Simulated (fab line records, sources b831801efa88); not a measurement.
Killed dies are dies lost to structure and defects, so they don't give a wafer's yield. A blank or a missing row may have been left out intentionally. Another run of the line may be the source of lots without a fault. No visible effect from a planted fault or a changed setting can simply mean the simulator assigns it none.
fab line records -- flow gf180mcu
record: lots: 5, wafers: 15, lastDay: 34
route steps=602 shown STI@7 DNWELL@32
lots with no fault: from the same line, run without faults
startH: the number of hours between the record's first day and the start of the first shown wafer of the lot -- waitH: hours from the lot's prior step to this one -- " identical to the entry in the row above -- L1.1+2: a single row standing in for several wafers -- - no value, or no start was given -- * or withheld: withheld -- < > ~ a bound
route shown NAME@n: NAME is a module with steps in the file, n the number in the route of the first one -- usual: mean/standard deviation taken from wafers without a fault -- same: alike in all rows -- chamber/n: place in a boat -- sites: readings site by site -- _std_site: the standard deviation of these -- _edge_site: inner sites' mean taken away from outer sites' mean -- radiusMm: for every site, how far away it sits from the centre of the wafer -- mask NAME#n: copy n -- behind: the last tool/chamber to shape the wafer -- hold: the reason the lot was held/the length of the hold in hours/how it ended -- device: whichever transistor did not switch (one of n, p or np) -- end of line: at the end of the route, the tests of the same wafers -- a step given without rows: its recipe and nothing more -- killed: dies lost to structure and defects at the first sort, not the wafer's yield -- map: a wafer's dies, x killed, . not, _ none there
set.NAME: the setting the step ran with; set.NAME@STEP: the setting that earlier step ran with -- model.NAME: the simulator's own value behind a step, which no gauge read
lots seen at some steps along the route; tables by step, rows by wafer
services: a tool's chamber out of use, with start hour (startH, from the record's first day; less than 0 if before it), hours out, and reason
== steps ==
step: GF_STI_HMDS_06
recipe: primeTimeS: 60, primeTempC: 120
lot.wafer,tool,chamber,startH,waitH
L079.2+4+5,lithoTrack-04,0,45.36,0.1
L083.2+4+6,lithoTrack-04,0,64.41,0.1
L089.1+2+4,lithoTrack-02,0,94.93,0.1
L093.1+3+4,lithoTrack-03,0,115.62,0.1
L095.1+4+6,lithoTrack-02,0,125.43,0.1
step: GF_STI_COAT_07
recipe: resist: KrF, spinRpm: withheld, resistThkNm: 700
lot.wafer,tool,chamber,startH,waitH
L079.2+4+5,lithoTrack-04,0,45.51,0.1
L083.2+4+6,lithoTrack-04,0,64.56,0.1
L089.1+2+4,lithoTrack-02,0,95.08,0.1
L093.1+3+4,lithoTrack-03,0,115.77,0.1
L095.1+4+6,lithoTrack-02,0,125.58,0.1
step: GF_STI_SOFTBAKE_08
recipe: tempC: 130, timeS: 60, resist: KrF
usual: plateTempC: 129.98/0.11
lot.wafer,tool,chamber,startH,waitH,plateTempC
L079.2,lithoTrack-04,0,45.66,0.1,130.04
L079.4,lithoTrack-04,0,45.66,0.1,129.86
L079.5,lithoTrack-04,0,45.66,0.1,129.92
L083.2,lithoTrack-04,0,64.71,0.1,129.98
L083.4,lithoTrack-04,0,64.71,0.1,129.86
L083.6,lithoTrack-04,0,64.71,0.1,130.05
L089.1,lithoTrack-02,0,95.23,0.1,129.99
L089.2,lithoTrack-02,0,95.23,0.1,129.95
L089.4,lithoTrack-02,0,95.23,0.1,130.00
L093.1,lithoTrack-03,0,115.92,0.1,130.01
L093.3,lithoTrack-03,0,115.92,0.1,130.04
L093.4,lithoTrack-03,0,115.92,0.1,129.93
L095.1,lithoTrack-02,0,125.73,0.1,129.79
L095.4,lithoTrack-02,0,125.73,0.1,129.79
L095.6,lithoTrack-02,0,125.73,0.1,130.11
step: GF_STI_EXPOSE_09
recipe: maskId: COMP, targetCdNm: 220, na: 0.68, sourceShape: conventional, sigmaOuter: 0.6, doseMj: 28
lot.wafer,tool,chamber,startH,waitH,mask
L079.2+4+5,krfScanner-01,0,-,-,COMP#0
L083.2+4+6,krfScanner-02,0,-,-,COMP#0
L089.1+2+4,krfScanner-02,0,-,-,COMP#0
L093.1+3+4,krfScanner-02,0,-,-,COMP#0
L095.1+4+6,krfScanner-01,0,-,-,COMP#0
step: GF_STI_PEB_10
recipe: pebTempC: 134, pebTimeS: 90, resist: KrF
usual: plateTempC: 133.98/0.14
lot.wafer,tool,chamber,startH,waitH,plateTempC
L079.2,lithoTrack-02,0,-,-,133.96
L079.4,lithoTrack-02,0,-,-,134.14
L079.5,lithoTrack-02,0,-,-,133.94
L083.2,lithoTrack-03,0,-,-,134.02
L083.4,lithoTrack-03,0,-,-,134.14
L083.6,lithoTrack-03,0,-,-,134.18
L089.1,lithoTrack-03,0,-,-,133.92
L089.2,lithoTrack-03,0,-,-,134.03
L089.4,lithoTrack-03,0,-,-,134.07
L093.1,lithoTrack-02,0,-,-,134.08
L093.3,lithoTrack-02,0,-,-,134.06
L093.4,lithoTrack-02,0,-,-,134.04
L095.1,lithoTrack-02,0,-,-,133.88
L095.4,lithoTrack-02,0,-,-,134.02
L095.6,lithoTrack-02,0,-,-,133.76
step: GF_STI_DEVELOP_11
recipe: developTimeS: 60, devTempC: 21
usual: developerTempC: 20.99/0.11
lot.wafer,tool,chamber,startH,waitH,developerTempC
L079.2,lithoTrack-02,0,52.01,0.2,20.94
L079.4,lithoTrack-02,0,52.01,0.2,20.88
L079.5,lithoTrack-02,0,52.01,0.2,21.04
L083.2,lithoTrack-03,0,71.40,0.2,20.86
L083.4,lithoTrack-03,0,71.40,0.2,20.96
L083.6,lithoTrack-03,0,71.40,0.2,20.85
L089.1,lithoTrack-03,0,101.92,0.2,21.08
L089.2,lithoTrack-03,0,101.92,0.2,21.07
L089.4,lithoTrack-03,0,101.92,0.2,20.89
L093.1,lithoTrack-02,0,123.28,0.2,20.88
L093.3,lithoTrack-02,0,123.28,0.2,21.00
L093.4,lithoTrack-02,0,123.28,0.2,20.99
L095.1,lithoTrack-02,0,133.28,0.2,20.94
L095.4,lithoTrack-02,0,133.28,0.2,20.85
L095.6,lithoTrack-02,0,133.28,0.2,20.96
step: GF_STI_CD_MEAS_12
recipe: targetCdNm: 220
usual: cdNm: 220.6/1.4
lot.wafer,tool,chamber,startH,waitH,cdNm
L079.2,cdSem-02,-,52.16,0.1,221.2
L079.4,cdSem-02,-,52.16,0.1,221.0
L079.5,cdSem-02,-,52.16,0.1,221.4
L083.2,cdSem-01,-,71.54,0.1,221.6
L083.4,cdSem-01,-,71.54,0.1,221.8
L083.6,cdSem-01,-,71.54,0.1,220.9
L089.1,cdSem-02,-,102.07,0.1,220.0
L089.2,cdSem-02,-,102.07,0.1,219.8
L089.4,cdSem-02,-,102.07,0.1,219.2
L093.1,cdSem-01,-,123.43,0.1,218.8
L093.3,cdSem-01,-,123.43,0.1,217.9
L093.4,cdSem-01,-,123.43,0.1,218.9
L095.1,cdSem-02,-,133.43,0.1,220.9
L095.4,cdSem-02,-,133.43,0.1,220.6
L095.6,cdSem-02,-,133.43,0.1,220.2
step: GF_STI_ETCH_13
recipe: chemistry: CHF3/O2, stopOn: Si, overEtchFrac: 0.3, targetDepthA: 2823.1, sourceW: 600, biasW: 200, pressureMtorr: 40, chf3FlowSccm: 50, O2_flow_sccm: 5, timeS: 112.9
usual: chf3FlowSccm: 50.00/0.17, drypumpMotorCurrentA: 5.8/0.42, oesProductAu: 0.830/0.0055, throttleValvePct: 8.809/0.0099
lot.wafer,tool,chamber,startH,waitH,chf3FlowSccm,drypumpMotorCurrentA,oesProductAu,rfHoursCounterH,throttleValvePct
L079.2,rieDiel-03,0,52.26,0.1,49.88,6.0,0.837,7,8.804
L079.4,rieDiel-03,1,52.26,0.1,50.04,6.0,0.835,-,8.811
L079.5,rieDiel-03,0,52.26,0.1,50.04,6.0,0.835,-,8.794
L083.2,rieDiel-02,0,71.64,0.1,50.35,5.4,0.819,36,8.816
L083.4,rieDiel-02,2,71.64,0.1,50.04,5.8,0.835,113,8.820
L083.6,rieDiel-02,0,71.64,0.1,50.23,5.3,0.831,-,8.803
L089.1,rieDiel-02,2,102.19,0.1,50.16,5.8,0.820,114,8.816
L089.2,rieDiel-02,3,102.19,0.1,49.87,5.7,0.822,102,8.828
L089.4,rieDiel-02,0,102.19,0.1,49.89,5.3,0.825,38,8.803
L093.1,rieDiel-02,0,123.55,0.1,50.11,5.3,0.828,38,8.805
L093.3,rieDiel-02,1,123.55,0.1,49.97,5.1,0.837,4,8.822
L093.4,rieDiel-02,3,123.55,0.1,50.05,5.8,0.833,103,8.804
L095.1,rieDiel-01,3,133.55,0.1,50.06,5.3,0.826,58,8.806
L095.4,rieDiel-01,0,133.55,0.1,49.96,6.0,0.831,120,8.810
L095.6,rieDiel-01,2,133.55,0.1,50.05,6.3,0.834,-,8.790
step: GF_STI_ETCH_14
recipe: target: Si, chemistry: HBr/Cl2/O2, targetDepthNm: 360, icpW: 600, biasW: 150, pressureMtorr: 15, HBr_flow_sccm: 150, Cl2_flow_sccm: 40, O2_flow_sccm: 6, timeS: 102.9
usual: drypumpMotorCurrentA: 5.8/0.44, mfcCl2Sccm: 40.01/0.11, oesProductAu: 0.994/0.0097, throttleValvePct: 25.660/0.01
lot.wafer,tool,chamber,startH,waitH,drypumpMotorCurrentA,mfcCl2Sccm,oesProductAu,rfHoursCounterH,throttleValvePct
L079.2,rieSi-02,0,52.33,0.0,5.9,39.97,0.988,118,25.656
L079.4,rieSi-02,1,52.33,0.0,6.3,40.08,0.993,100,25.661
L079.5,rieSi-02,2,52.33,0.0,5.5,40.09,0.987,-,25.669
L083.2,rieSi-02,0,71.72,0.0,5.9,39.93,1.004,118,25.650
L083.4,rieSi-02,2,71.72,0.0,5.4,40.03,0.988,-,25.663
L083.6,rieSi-02,1,71.72,0.0,6.3,40.16,0.986,-,25.659
L089.1,rieSi-02,1,102.27,0.0,6.3,39.98,0.987,101,25.674
L089.2,rieSi-02,0,102.27,0.0,5.9,39.86,1.011,118,25.649
L089.4,rieSi-02,3,102.27,0.0,5.4,40.02,1.003,-,25.665
L093.1,rieSi-01,2,123.63,0.0,5.1,39.92,1.006,137,25.655
L093.3,rieSi-01,1,123.63,0.0,6.3,40.30,1.005,74,25.658
L093.4,rieSi-01,3,123.63,0.0,5.6,40.11,0.990,16,25.659
L095.1,rieSi-01,1,133.63,0.0,6.3,39.78,0.979,74,25.674
L095.4,rieSi-01,3,133.63,0.0,5.5,40.01,0.995,16,25.675
L095.6,rieSi-01,3,133.63,0.0,5.5,40.01,0.987,-,25.657
step: GF_STI_STRIP_15
recipe: chemistry: O2/N2, powerW: 1400, pressureMtorr: 1500, platenTempC: 250, o2FlowSccm: 3000, n2FlowSccm: 300, overashFraction: 0.5
usual: drypumpMotorCurrentA: 5.7/0.57, heaterPowerW: 343/33, oesProductAu: 0.385/0.0051, stripTimeToEndpointS: 3.73/0.048
lot.wafer,tool,chamber,startH,waitH,drypumpMotorCurrentA,heaterPowerW,oesProductAu,rfHoursCounterH,stripTimeToEndpointS
L079.2,plasmaAsher-02,1,52.41,0.0,5.9,319,0.390,41,3.78
L079.4,plasmaAsher-02,1,52.41,0.0,5.8,309,0.381,-,3.66
L079.5,plasmaAsher-02,0,52.41,0.0,6.3,339,0.386,-,3.72
L083.2,plasmaAsher-02,1,71.80,0.0,5.9,319,0.378,43,3.67
L083.4,plasmaAsher-02,0,71.80,0.0,6.3,342,0.387,-,3.84
L083.6,plasmaAsher-02,0,71.80,0.0,6.3,339,0.382,-,3.71
L089.1,plasmaAsher-01,1,102.35,0.0,4.9,340,0.389,43,3.79
L089.2,plasmaAsher-01,0,102.35,0.0,5.9,376,0.379,43,3.67
L089.4,plasmaAsher-01,1,102.35,0.0,4.9,344,0.387,-,3.70
L093.1,plasmaAsher-04,1,123.71,0.0,5.7,406,0.382,51,3.67
L093.3,plasmaAsher-04,1,123.71,0.0,5.7,414,0.391,-,3.76
L093.4,plasmaAsher-04,0,123.71,0.0,4.6,312,0.388,-,3.70
L095.1,plasmaAsher-04,1,133.71,0.0,5.7,427,0.397,52,3.81
L095.4,plasmaAsher-04,1,133.71,0.0,5.7,408,0.384,-,3.74
L095.6,plasmaAsher-04,0,133.71,0.0,4.6,314,0.391,-,3.79
step: GF_STI_CLEAN_16
recipe: chemistry: dHF, timeS: 25, dilution: 100:1
lot.wafer,tool,chamber,startH,waitH
L079.2+4+5,wetBench-04,2,52.51,0.1
L083.2+4+6,wetBench-03,3,71.90,0.1
L089.1+2+4,wetBench-04,2,102.45,0.1
L093.1+3+4,wetBench-03,3,123.81,0.1
L095.1+4+6,wetBench-04,0,133.81,0.1
step: GF_STI_WET_ETCH_17
recipe: chemistry: H3PO4, targetDepthNm: 45, tempC: 160, target: Si3N4, timeS: 514
usual: bathHeatDutyPct: 28/4.2
lot.wafer,tool,chamber,startH,waitH,bathHeatDutyPct
L079.2,wetBench-03,3,52.52,0.0,23
L079.4,wetBench-03,3,52.52,0.0,26
L079.5,wetBench-03,3,52.52,0.0,22
L083.2,wetBench-02,2,71.91,0.0,37
L083.4,wetBench-02,2,71.91,0.0,33
L083.6,wetBench-02,2,71.91,0.0,34
L089.1,wetBench-03,2,102.46,0.0,27
L089.2,wetBench-03,2,102.46,0.0,28
L089.4,wetBench-03,2,102.46,0.0,26
L093.1,wetBench-02,2,123.82,0.0,36
L093.3,wetBench-02,2,123.82,0.0,34
L093.4,wetBench-02,2,123.82,0.0,35
L095.1,wetBench-03,1,133.82,0.0,25
L095.4,wetBench-03,1,133.82,0.0,27
L095.6,wetBench-03,1,133.82,0.0,27
step: GF_STI_CLEAN_18
recipe: chemistry: SC1/SC2, mix: 1:4:20, tempC: 70, timeS: 150
usual: bathHeatDutyPct: 14.2/2.1
lot.wafer,tool,chamber,startH,waitH,bathHeatDutyPct
L079.2,wetBench-02,0,52.67,0.0,14.5
L079.4,wetBench-02,0,52.67,0.0,14.6
L079.5,wetBench-02,0,52.67,0.0,14.3
L083.2,wetBench-02,2,72.06,0.0,16.2
L083.4,wetBench-02,2,72.06,0.0,17.2
L083.6,wetBench-02,2,72.06,0.0,17.4
L089.1,wetBench-02,1,102.79,0.0,14.2
L089.2,wetBench-02,1,102.79,0.0,14.8
L089.4,wetBench-02,1,102.79,0.0,14.4
L093.1,wetBench-03,0,123.97,0.0,11.3
L093.3,wetBench-03,0,123.97,0.0,12.8
L093.4,wetBench-03,0,123.97,0.0,12.4
L095.1,wetBench-04,3,133.99,0.0,14.2
L095.4,wetBench-04,3,133.99,0.0,13.1
L095.6,wetBench-04,3,133.99,0.0,13.4
step: GF_STI_CLEAN_19
recipe: chemistry: dHF, timeS: 20, dilution: 100:1
lot.wafer,tool,chamber,startH,waitH
L079.2+4+5,wetBench-04,3,52.73,0.0
L083.2+4+6,wetBench-02,3,72.11,0.0
L089.1+2+4,wetBench-04,1,102.84,0.0
L093.1+3+4,wetBench-02,2,124.03,0.0
L095.1+4+6,wetBench-03,3,134.04,0.0
step: GF_STI_WET_ETCH_20
recipe: chemistry: dHF, dilution: 100:1, targetDepthNm: 20, tempC: 25, dry: ipaMarangoni, target: SiO2, timeS: 400
usual: bathHeatDutyPct: 6.3/0.82
lot.wafer,tool,chamber,startH,waitH,bathHeatDutyPct
L079.2,wetBench-03,0,52.74,0.0,5.4
L079.4,wetBench-03,0,52.74,0.0,6.4
L079.5,wetBench-03,0,52.74,0.0,5.0
L083.2,wetBench-02,0,72.13,0.0,6.5
L083.4,wetBench-02,0,72.13,0.0,6.5
L083.6,wetBench-02,0,72.13,0.0,6.2
L089.1,wetBench-03,1,102.86,0.0,6.5
L089.2,wetBench-03,1,102.86,0.0,6.7
L089.4,wetBench-03,1,102.86,0.0,5.7
L093.1,wetBench-03,1,124.04,0.0,6.9
L093.3,wetBench-03,1,124.04,0.0,5.5
L093.4,wetBench-03,1,124.04,0.0,5.6
L095.1,wetBench-04,0,134.05,0.0,6.2
L095.4,wetBench-04,0,134.05,0.0,6.3
L095.6,wetBench-04,0,134.05,0.0,5.4
step: GF_STI_OXIDATION_21
recipe: tempC: 1000, ambient: O2, stabiliseS: 600, purgeS: 300, targetThkA: 150, oxTimeS: 458
usual: oxTempC: 1000.1/0.41, spikeTcCentreC: 1001.0/1
same: oxTimeS: 458, purgeS: 300
lot.wafer,tool,chamber,startH,waitH,oxTempC,spikeTcCentreC
L079.2,furnace-02,0,52.86,0.0,1000.2,1003.1
L079.4,furnace-02,0,52.86,0.0,1000.2,1002.6
L079.5,furnace-02,0,52.86,0.0,1000.2,1001.6
L083.2,furnace-02,0,72.25,0.0,1000.1,1001.8
L083.4,furnace-02,0,72.25,0.0,1000.6,1001.0
L083.6,furnace-02,0,72.25,0.0,1000.2,1002.4
L089.1,furnace-02,0,103.36,0.4,1000.2,998.5
L089.2,furnace-02,0,103.36,0.4,1000.6,999.9
L089.4,furnace-02,0,103.36,0.4,999.9,1000.7
L093.1,furnace-02,0,124.17,0.0,1000.1,1001.7
L093.3,furnace-02,0,124.17,0.0,1000.2,1000.5
L093.4,furnace-02,0,124.17,0.0,1000.6,1001.3
L095.1,furnace-02,0,134.46,0.3,999.4,999.1
L095.4,furnace-02,0,134.46,0.3,999.9,1001.4
L095.6,furnace-02,0,134.46,0.3,999.4,1001.5
step: GF_STI_THK_MEAS_22
recipe: reads: SiO2_of_STI_OXIDATION_21
usual: STI_OXIDATION_01_THK: 15.03/0.26
lot.wafer,tool,chamber,startH,waitH,STI_OXIDATION_01_THK[nm]
L079.2,filmMetro-02,-,54.00,0.0,15.30
L079.4,filmMetro-02,-,54.00,0.0,15.34
L079.5,filmMetro-02,-,54.00,0.0,15.23
L083.2,filmMetro-02,-,73.38,0.0,14.65
L083.4,filmMetro-02,-,73.38,0.0,14.85
L083.6,filmMetro-02,-,73.38,0.0,14.81
L089.1,filmMetro-03,-,104.48,0.0,14.65
L089.2,filmMetro-03,-,104.48,0.0,14.60
L089.4,filmMetro-03,-,104.48,0.0,14.92
L093.1,filmMetro-02,-,125.30,0.0,15.05
L093.3,filmMetro-02,-,125.30,0.0,14.93
L093.4,filmMetro-02,-,125.30,0.0,14.92
L095.1,filmMetro-02,-,135.59,0.0,14.85
L095.4,filmMetro-02,-,135.59,0.0,14.91
L095.6,filmMetro-02,-,135.59,0.0,14.88
step: GF_STI_CVD_23
recipe: material: SiO2, targetThkNm: 650, sigmaOpenFrac: 0.3, timeS: 108.3, tempC: 600, sih4FlowSccm: 60, pressureMtorr: 6
lot.wafer,tool,chamber,startH,waitH
L079.2+4+5,hdpcvd-01,"2,2,1",54.05,0.0
L083.2+4+6,hdpcvd-01,"1,2,0",73.43,0.0
L089.1+2+4,hdpcvd-02,"2,0,2",104.54,0.1
L093.1+3+4,hdpcvd-02,"0,2,0",125.36,0.1
L095.1+4+6,hdpcvd-01,"2,0,1",135.65,0.1
step: GF_STI_THK_MEAS_24
recipe: reads: SiO2_of_STI_CVD_23
usual: STI_CVD_23_THK: 652/6.3
lot.wafer,tool,chamber,startH,waitH,STI_CVD_23_THK[nm]
L079.2,filmMetro-03,-,54.14,0.0,656
L079.4,filmMetro-03,-,54.14,0.0,651
L079.5,filmMetro-03,-,54.14,0.0,662
L083.2,filmMetro-02,-,73.52,0.0,646
L083.4,filmMetro-02,-,73.52,0.0,650
L083.6,filmMetro-02,-,73.52,0.0,657
L089.1,filmMetro-02,-,104.62,0.0,660
L089.2,filmMetro-02,-,104.62,0.0,649
L089.4,filmMetro-02,-,104.62,0.0,661
L093.1,filmMetro-02,-,125.44,0.0,646
L093.3,filmMetro-02,-,125.44,0.0,653
L093.4,filmMetro-02,-,125.44,0.0,651
L095.1,filmMetro-01,-,135.73,0.0,651
L095.4,filmMetro-01,-,135.73,0.0,657
L095.6,filmMetro-01,-,135.73,0.0,659
step: GF_STI_CMP_25
recipe: stopOn: Si3N4, tOverpolishS: 33, downForcePsi: 4, platenRpm: 60, targetThkNm: 524.6, padVelocityMS: 0.94248
usual: motorCurrentA: 12.0/1.2, overpolishRunS: 33.000/0.01, timeToEndpointS: 122/4.7
lot.wafer,tool,chamber,startH,waitH,motorCurrentA,overpolishRunS,timeToEndpointS
L079.4,cmp-02,3,54.24,0.1,10.0,32.980,117
L079.2,cmp-02,1,54.24,0.1,11.6,33.020,126
L079.5,cmp-02,2,54.24,0.1,10.8,33.010,126
L083.2,cmp-02,1,73.57,0.0,10.9,32.989,123
L083.4,cmp-02,0,73.57,0.0,11.6,33.003,117
L083.6,cmp-02,1,73.57,0.0,11.4,33.013,124
L089.1,cmp-01,2,104.68,0.1,12.7,33.005,113
L089.2,cmp-01,3,104.68,0.1,14.6,32.974,117
L089.4,cmp-01,0,104.68,0.1,12.9,33.004,117
L093.1,cmp-01,0,125.50,0.1,13.0,32.988,116
L093.3,cmp-01,1,125.50,0.1,12.2,32.996,122
L093.4,cmp-01,2,125.50,0.1,12.6,32.989,119
L095.4,cmp-02,1,135.84,0.1,11.3,33.007,131
L095.1,cmp-02,2,135.84,0.1,10.3,33.019,124
L095.6,cmp-02,0,135.84,0.1,11.7,33.005,123
step: GF_STI_WET_ETCH_26
recipe: chemistry: dHF, targetDepthNm: 94, target: SiO2, tempC: 25, dilution: 10:1, timeS: 188
usual: bathHeatDutyPct: 6.2/0.75
lot.wafer,tool,chamber,startH,waitH,bathHeatDutyPct
L079.2,wetBench-02,0,54.49,0.1,6.5
L079.4,wetBench-02,0,54.49,0.1,5.6
L079.5,wetBench-02,0,54.49,0.1,7.5
L083.2,wetBench-03,3,73.87,0.2,6.1
L083.4,wetBench-03,3,73.87,0.2,5.4
L083.6,wetBench-03,3,73.87,0.2,4.9
L089.1,wetBench-03,3,104.98,0.2,5.1
L089.2,wetBench-03,3,104.98,0.2,6.3
L089.4,wetBench-03,3,104.98,0.2,5.8
L093.1,wetBench-02,0,125.80,0.2,7.3
L093.3,wetBench-02,0,125.80,0.2,6.6
L093.4,wetBench-02,0,125.80,0.2,6.8
L095.1,wetBench-03,2,136.09,0.1,7.2
L095.4,wetBench-03,2,136.09,0.1,5.5
L095.6,wetBench-03,2,136.09,0.1,5.8
step: GF_STI_WET_ETCH_27
recipe: chemistry: H3PO4, targetDepthNm: 160, target: Si3N4, tempC: 161, timeS: 1825
usual: bathHeatDutyPct: 27/4
lot.wafer,tool,chamber,startH,waitH,bathHeatDutyPct
L079.2,wetBench-04,1,54.55,0.0,23
L079.4,wetBench-04,1,54.55,0.0,21
L079.5,wetBench-04,1,54.55,0.0,23
L083.2,wetBench-02,2,73.93,0.0,35
L083.4,wetBench-02,2,73.93,0.0,36
L083.6,wetBench-02,2,73.93,0.0,36
L089.1,wetBench-02,2,105.04,0.0,35
L089.2,wetBench-02,2,105.04,0.0,38
L089.4,wetBench-02,2,105.04,0.0,36
L093.1,wetBench-03,0,125.86,0.0,25
L093.3,wetBench-03,0,125.86,0.0,21
L093.4,wetBench-03,0,125.86,0.0,23
L095.1,wetBench-04,0,136.15,0.0,28
L095.4,wetBench-04,0,136.15,0.0,26
L095.6,wetBench-04,0,136.15,0.0,25
step: GF_STI_WET_ETCH_28
recipe: chemistry: dHF, targetDepthNm: 20, dry: ipaMarangoni, target: SiO2, tempC: 25, dilution: 10:1, timeS: 40
usual: bathHeatDutyPct: 6.2/0.89
lot.wafer,tool,chamber,startH,waitH,bathHeatDutyPct
L079.2,wetBench-03,3,55.07,0.0,5.2
L079.4,wetBench-03,3,55.07,0.0,5.7
L079.5,wetBench-03,3,55.07,0.0,5.0
L083.2,wetBench-03,0,74.45,0.0,5.2
L083.4,wetBench-03,0,74.45,0.0,5.5
L083.6,wetBench-03,0,74.45,0.0,5.4
L089.1,wetBench-04,0,105.56,0.0,5.5
L089.2,wetBench-04,0,105.56,0.0,6.1
L089.4,wetBench-04,0,105.56,0.0,5.9
L093.1,wetBench-04,2,126.37,0.0,5.6
L093.3,wetBench-04,2,126.37,0.0,5.8
L093.4,wetBench-04,2,126.37,0.0,5.9
L095.1,wetBench-02,0,136.71,0.0,5.2
L095.4,wetBench-02,0,136.71,0.0,6.7
L095.6,wetBench-02,0,136.71,0.0,5.8
step: GF_STI_OXIDATION_29
recipe: tempC: 900, ambient: O2, stabiliseS: 600, purgeS: 300, targetThkA: 100, oxTimeS: 1418
usual: oxTempC: 899.9/0.38, spikeTcCentreC: 901.0/0.99
same: oxTimeS: 1418, purgeS: 300
lot.wafer,tool,chamber,startH,waitH,oxTempC,spikeTcCentreC
L079.2,furnace-01,0,55.09,0.0,900.0,900.3
L079.4,furnace-01,0,55.09,0.0,900.1,900.9
L079.5,furnace-01,0,55.09,0.0,900.2,900.5
L083.2,furnace-02,0,74.82,0.4,899.0,899.5
L083.4,furnace-02,0,74.82,0.4,900.2,901.9
L083.6,furnace-02,0,74.82,0.4,900.2,901.2
L089.1,furnace-01,0,105.60,0.0,900.3,901.8
L089.2,furnace-01,0,105.60,0.0,900.5,900.2
L089.4,furnace-01,0,105.60,0.0,900.4,900.9
L093.1,furnace-01,0,127.03,0.6,900.4,902.9
L093.3,furnace-01,0,127.03,0.6,899.6,903.5
L093.4,furnace-01,0,127.03,0.6,899.3,899.6
L095.1,furnace-02,0,136.76,0.0,899.9,900.9
L095.4,furnace-02,0,136.76,0.0,900.1,902.1
L095.6,furnace-02,0,136.76,0.0,899.9,900.5
step: GF_STI_THK_MEAS_30
recipe: reads: SiO2_of_STI_OXIDATION_29
usual: STI_OXIDATION_02_THK: 10.00/0.22
lot.wafer,tool,chamber,startH,waitH,STI_OXIDATION_02_THK[nm]
L079.2,filmMetro-02,-,56.49,0.0,10.16
L079.4,filmMetro-02,-,56.49,0.0,10.15
L079.5,filmMetro-02,-,56.49,0.0,10.33
L083.2,filmMetro-01,-,76.22,0.0,10.16
L083.4,filmMetro-01,-,76.22,0.0,10.14
L083.6,filmMetro-01,-,76.22,0.0,9.98
L089.1,filmMetro-01,-,106.99,0.0,10.10
L089.2,filmMetro-01,-,106.99,0.0,9.94
L089.4,filmMetro-01,-,106.99,0.0,9.95
L093.1,filmMetro-02,-,128.42,0.0,9.68
L093.3,filmMetro-02,-,128.42,0.0,9.59
L093.4,filmMetro-02,-,128.42,0.0,9.72
L095.1,filmMetro-01,-,138.15,0.0,9.94
L095.4,filmMetro-01,-,138.15,0.0,9.98
L095.6,filmMetro-01,-,138.15,0.0,9.94
step: GF_DNWELL_DEHYDRATE_00
recipe: tempC: 200, timeS: 60
usual: plateTempC: 199.98/0.18
lot.wafer,tool,chamber,startH,waitH,plateTempC
L079.2,lithoTrack-04,0,62.41,5.9,199.68
L079.4,lithoTrack-04,0,62.41,5.9,199.75
L079.5,lithoTrack-04,0,62.41,5.9,199.92
L083.2,lithoTrack-03,0,82.70,6.5,200.16
L083.4,lithoTrack-03,0,82.70,6.5,200.12
L083.6,lithoTrack-03,0,82.70,6.5,200.16
L089.1,lithoTrack-04,0,113.04,6.0,199.90
L089.2,lithoTrack-04,0,113.04,6.0,199.97
L089.4,lithoTrack-04,0,113.04,6.0,199.97
L093.1,lithoTrack-03,0,135.22,6.8,200.01
L093.3,lithoTrack-03,0,135.22,6.8,199.77
L093.4,lithoTrack-03,0,135.22,6.8,199.59
L095.1,lithoTrack-03,0,145.42,7.3,199.80
L095.4,lithoTrack-03,0,145.42,7.3,200.12
L095.6,lithoTrack-03,0,145.42,7.3,199.80
step: GF_DNWELL_HMDS_01
recipe: primeTimeS: 60, primeTempC: 120
lot.wafer,tool,chamber,startH,waitH
L079.2+4+5,lithoTrack-04,0,62.56,0.1
L083.2+4+6,lithoTrack-03,0,82.85,0.1
L089.1+2+4,lithoTrack-04,0,113.19,0.1
L093.1+3+4,lithoTrack-03,0,135.37,0.1
L095.1+4+6,lithoTrack-03,0,145.57,0.1
step: GF_DNWELL_COAT_02
recipe: spinRpm: 2000, resistThkNm: 3000
lot.wafer,tool,chamber,startH,waitH
L079.2+4+5,lithoTrack-04,0,62.71,0.1
L083.2+4+6,lithoTrack-03,0,83.00,0.1
L089.1+2+4,lithoTrack-04,0,113.34,0.1
L093.1+3+4,lithoTrack-03,0,135.52,0.1
L095.1+4+6,lithoTrack-03,0,145.72,0.1
step: GF_DNWELL_SOFTBAKE_03
recipe: tempC: 110, timeS: withheld
usual: plateTempC: 110.03/0.13
lot.wafer,tool,chamber,startH,waitH,plateTempC
L079.2,lithoTrack-04,0,62.87,0.1,110.26
L079.4,lithoTrack-04,0,62.87,0.1,110.09
L079.5,lithoTrack-04,0,62.87,0.1,110.05
L083.2,lithoTrack-03,0,83.16,0.1,109.82
L083.4,lithoTrack-03,0,83.16,0.1,110.04
L083.6,lithoTrack-03,0,83.16,0.1,109.87
L089.1,lithoTrack-04,0,113.49,0.1,109.96
L089.2,lithoTrack-04,0,113.49,0.1,109.84
L089.4,lithoTrack-04,0,113.49,0.1,109.74
L093.1,lithoTrack-03,0,135.67,0.1,109.89
L093.3,lithoTrack-03,0,135.67,0.1,109.94
L093.4,lithoTrack-03,0,135.67,0.1,109.85
L095.1,lithoTrack-03,0,145.87,0.1,110.00
L095.4,lithoTrack-03,0,145.87,0.1,110.38
L095.6,lithoTrack-03,0,145.87,0.1,110.19
== services ==
tool,chamber,startH,hours,kind
krfScanner-02,-,22.08,3.6,pm
krfScanner-01,-,25.64,0.8,pm
wetBench-02,-,28.34,1.6,repair
furnace-01,-,29.78,2.9,pm
cmp-02,-,31.23,0.4,repair
cmp-01,-,32.73,2.6,repair
wetBench-04,-,36.21,1.9,pm
cmp-02,-,45.63,3.7,pm
plasmaAsher-02,-,55.66,1.8,repair
krfScanner-01,-,60.50,1.3,pm
cmp-02,-,62.84,0.5,repair
cmp-01,-,64.66,0.6,repair
cmp-01,-,65.39,4.0,pm
rieSi-02,2,72.60,10.4,repair
rieDiel-02,-,74.25,0.1,repair
cmp-02,-,77.84,1.7,repair
krfScanner-02,-,78.93,0.8,pm
rieDiel-02,2,79.61,7.8,repair
krfScanner-02,-,79.77,1.0,pm
cmp-02,-,81.34,0.2,repair
rieSi-02,3,90.83,5.6,repair
rieSi-02,2,92.73,5.3,repair
hdpcvd-01,-,137.94,2.8,pm
krfScanner-02,-,143.31,1.3,pm
== key ==
fault none
